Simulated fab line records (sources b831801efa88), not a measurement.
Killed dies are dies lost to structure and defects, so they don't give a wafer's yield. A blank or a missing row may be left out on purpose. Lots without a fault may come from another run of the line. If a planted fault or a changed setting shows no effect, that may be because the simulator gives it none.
What tool caused it? + flow sky130 + 11 lots with 33 wafers sampled at 7 steps, on a route of 708 steps

WHAT THE GAUGES SHOWED, per wafer
SKY_LDD_HVN_OVL_MEAS_07.
| lot  | measured     | on         | LDD_HVN_OVL (nm) |
|------|--------------|------------|------------------|
| L405 | day 19 11:43 | overlay-01 | 2.7 0.3 2.5      |
| L408 | day 21 00:59 | overlay-02 | -0.9 -1.2 -1.6   |
| L411 | day 22 23:41 | overlay-02 | -0.8 0.0 -0.8    |
| L412 | day 22 23:59 | overlay-02 | 0.8 2.0 1.2      |
| L415 | day 24 04:34 | overlay-01 | -0.1 -0.5 -0.1   |
| L417 | day 24 12:32 | overlay-01 | -0.2 -0.4 -1.4   |
| L423 | day 26 23:41 | overlay-01 | -2.3 -0.8 -1.6   |
| L424 | day 27 05:00 | overlay-01 | 1.4 0.8 2.0      |
| L426 | day 28 11:50 | overlay-02 | 1.2 1.0 1.4      |
| L428 | day 28 13:20 | overlay-02 | -1.6 -2.4 -0.9   |
| L427 | day 28 17:25 | overlay-02 | -2.9 -2.3 -1.8   |

SKY_SD_P_CD_MEAS_07 targets a cd of 380 nm.
| lot  | measured     | on        | cd_nm (nm)        |
|------|--------------|-----------|-------------------|
| L405 | day 24 18:35 | cd_sem-02 | 379.5 377.7 379.1 |
| L408 | day 26 03:27 | cd_sem-02 | 377.4 378.3 378.5 |
| L411 | day 27 23:34 | cd_sem-02 | 380.3 381.5 378.0 |
| L412 | day 27 23:37 | cd_sem-01 | 381.6 380.4 377.0 |
| L415 | day 29 04:39 | cd_sem-02 | 385.6 381.6 380.9 |
| L417 | day 29 09:50 | cd_sem-02 | 374.8 377.0 379.6 |
| L423 | day 31 18:32 | cd_sem-01 | 376.8 378.4 381.0 |
| L424 | day 31 23:46 | cd_sem-01 | 379.0 381.2 379.9 |
| L426 | day 33 04:25 | cd_sem-01 | 379.5 378.4 376.5 |
| L428 | day 33 05:52 | cd_sem-02 | 377.8 381.6 381.4 |
| L427 | day 33 11:19 | cd_sem-01 | 376.6 378.6 376.2 |

SKY_SD_P_OVL_MEAS_08.
| lot  | measured     | on         | SD_P_OVL (nm)  |
|------|--------------|------------|----------------|
| L405 | day 24 18:42 | overlay-01 | -1.1 -2.5 -2.0 |
| L408 | day 26 03:34 | overlay-01 | -0.1 -1.4 0.3  |
| L411 | day 27 23:41 | overlay-02 | -1.6 0.0 -2.0  |
| L412 | day 27 23:43 | overlay-01 | -2.3 -0.3 -1.3 |
| L415 | day 29 04:46 | overlay-02 | 0.3 -0.2 -1.4  |
| L417 | day 29 09:58 | overlay-01 | 1.1 -0.2 0.8   |
| L423 | day 31 18:40 | overlay-01 | -1.7 -0.5 -0.3 |
| L424 | day 31 23:52 | overlay-02 | -3.0 -1.9 -3.8 |
| L426 | day 33 04:32 | overlay-01 | -1.3 -0.7 -1.2 |
| L428 | day 33 05:58 | overlay-01 | -0.4 -0.3 -2.0 |
| L427 | day 33 11:26 | overlay-02 | -0.9 -2.2 -0.4 |

SKY_RES_XHIGH_TW_MEAS_09.
| lot  | measured     | on            | RES_XHIGH_TW   |
|------|--------------|---------------|----------------|
| L405 | day 25 23:26 | film_metro-02 | 1646 1648 1655 |
| L408 | day 27 08:38 | film_metro-03 | 1627 1627 1621 |
| L411 | day 29 04:34 | film_metro-02 | 1634 1647 1644 |
| L412 | day 29 04:43 | film_metro-04 | 1618 1631 1618 |
| L415 | day 30 08:40 | film_metro-02 | 1701 1698 1702 |
| L417 | day 30 13:44 | film_metro-04 | 1687 1681 1683 |
| L423 | day 32 22:17 | film_metro-03 | 1634 1637 1638 |
| L424 | day 33 02:22 | film_metro-02 | 1650 1634 1649 |
| L426 | day 34 06:35 | film_metro-02 | 1666 1668 1665 |
| L428 | day 34 08:21 | film_metro-02 | 1659 1663 1669 |
| L427 | day 34 13:56 | film_metro-02 | 1657 1650 1661 |

SKY_SD_N_RS_MEAS_18: the measuring method here is four-point-probe.
| lot  | measured     | on            | RES_XHIGH_RS (ohm/sq) |
|------|--------------|---------------|-----------------------|
| L405 | day 27 04:31 | film_metro-03 | 333.0 333.6 333.4     |
| L408 | day 28 14:02 | film_metro-02 | 333.1 334.9 333.8     |
| L411 | day 30 09:03 | film_metro-03 | 334.7 333.8 335.6     |
| L412 | day 30 09:23 | film_metro-04 | 334.3 333.8 334.2     |
| L415 | day 31 12:35 | film_metro-04 | 305.0 304.2 303.9     |
| L417 | day 31 18:09 | film_metro-03 | 304.6 304.9 304.8     |
| L423 | day 34 01:37 | film_metro-03 | 334.6 333.4 334.5     |
| L424 | day 34 05:24 | film_metro-03 | 333.6 334.1 334.5     |
| L426 | day 35 10:28 | film_metro-03 | 331.0 331.8 331.9     |
| L428 | day 35 11:28 | film_metro-04 | 331.7 332.8 331.6     |
| L427 | day 35 16:55 | film_metro-04 | 332.5 334.4 333.3     |

WHAT TOOL EACH LOT RAN ON (gives the tool, then ch and the chambers of the sampled wafers, and finally the start)
| lot  | SKY_RES_XHIGH_IMPLANT_07        | SKY_RES_XHIGH_STRIP_08               |
|------|---------------------------------|--------------------------------------|
| L405 | implanter-04 ch 0, day 25 23:11 | plasma_asher-01 ch 0,1, day 25 23:20 |
| L408 | implanter-02 ch 0, day 27 08:24 | plasma_asher-03 ch 0,1, day 27 08:31 |
| L411 | implanter-02 ch 0, day 29 04:19 | plasma_asher-01 ch 0,1, day 29 04:28 |
| L412 | implanter-02 ch 0, day 29 04:29 | plasma_asher-03 ch 0,1, day 29 04:37 |
| L415 | implanter-03 ch 0, day 30 08:26 | plasma_asher-02 ch 0,1, day 30 08:34 |
| L417 | implanter-03 ch 0, day 30 13:29 | plasma_asher-03 ch 0,1, day 30 13:38 |
| L423 | implanter-02 ch 0, day 32 22:02 | plasma_asher-03 ch 0,1, day 32 22:11 |
| L424 | implanter-02 ch 0, day 33 02:08 | plasma_asher-02 ch 0,1, day 33 02:16 |
| L426 | implanter-04 ch 0, day 34 06:20 | plasma_asher-01 ch 0,1, day 34 06:29 |
| L428 | implanter-03 ch 0, day 34 08:07 | plasma_asher-03 ch 0, day 34 08:14   |
| L427 | implanter-04 ch 0, day 34 13:41 | plasma_asher-01 ch 0,1, day 34 13:50 |
- SKY_RES_XHIGH_IMPLANT_07
- SKY_RES_XHIGH_STRIP_08: strips in O2/N2.

AS READ BY THE TOOLS THEMSELVES (means over the sampled wafers that have a number; for cases with no such wafer, the mark the record gives instead)
SKY_RES_XHIGH_IMPLANT_07.
| lot  | tool         | dose_ions_cm2 |
|------|--------------|---------------|
| L405 | implanter-04 | 3.6e+14       |
| L408 | implanter-02 | 3.6e+14       |
| L411 | implanter-02 | 3.6e+14       |
| L412 | implanter-02 | 3.6e+14       |
| L415 | implanter-03 | 4.0e+14       |
| L417 | implanter-03 | 4.0e+14       |
| L423 | implanter-02 | 3.6e+14       |
| L424 | implanter-02 | 3.6e+14       |
| L426 | implanter-04 | 3.6e+14       |
| L428 | implanter-03 | 3.6e+14       |
| L427 | implanter-04 | 3.6e+14       |

SKY_RES_XHIGH_STRIP_08.
| lot  | tool            | drypump_motor_current_A (A) | n2_flow_sccm (sccm) | oes_product_au (a.u.) | strip_time_to_endpoint_s (s) |
|------|-----------------|-----------------------------|---------------------|-----------------------|------------------------------|
| L405 | plasma_asher-01 | 5.0                         | 299.7               | 0.709                 | 14.32                        |
| L408 | plasma_asher-03 | 5.7                         | 300.3               | 0.711                 | 14.26                        |
| L411 | plasma_asher-01 | 5.1                         | 300.1               | 0.708                 | 14.28                        |
| L412 | plasma_asher-03 | 5.6                         | 299.9               | 0.712                 | 14.27                        |
| L415 | plasma_asher-02 | 5.2                         | 300.2               | 0.707                 | 14.43                        |
| L417 | plasma_asher-03 | 5.6                         | 300.2               | 0.708                 | 14.34                        |
| L423 | plasma_asher-03 | 5.6                         | 300.1               | 0.708                 | 14.32                        |
| L424 | plasma_asher-02 | 5.4                         | 301.2               | 0.709                 | 14.29                        |
| L426 | plasma_asher-01 | 5.1                         | 300.4               | 0.713                 | 14.24                        |
| L428 | plasma_asher-03 | 5.5                         | 299.1               | 0.712                 | 14.28                        |
| L427 | plasma_asher-01 | 5.0                         | 299.1               | 0.710                 | 14.28                        |

THE ANSWER, worked out from the rows above alone
Rule: the lots themselves supply what counts as usual. Put in order of their means at a reading, lots are off if they are a third of the lots or fewer, leave a main group of 4 or more, and stand apart from it by a gap of 3 or more times the standard deviation of the main group's means; of several such gaps the widest counts. A main group whose means are all the same, to the digits that the tables above print for the reading, isn't used. A lot without any number at a reading at which 4 lots or more have one is off too. All remaining lots with rows at the step are treated as sound. Order of review: gauges by route order, followed by the tools' own readings, for which a lot's mean as printed above is used. The first step at which some lot is off is used, and at that step the reading that is off furthest; a lot without a number counts as furthest.
Off: L415, L417, seen at SKY_SD_N_RS_MEAS_18 (RES_XHIGH_RS). The main group has a mean of 333.5 ohm/sq with a standard deviation of 0.98.
If a tool, at a process step before that reading, ran all the lots that are off and no sound lot after the first of them, it fits. The gauges at SKY_SD_N_RS_MEAS_18 are tried like those tools. Of those tried, none fits.

WHAT THE SIMULATOR HAD PUT IN
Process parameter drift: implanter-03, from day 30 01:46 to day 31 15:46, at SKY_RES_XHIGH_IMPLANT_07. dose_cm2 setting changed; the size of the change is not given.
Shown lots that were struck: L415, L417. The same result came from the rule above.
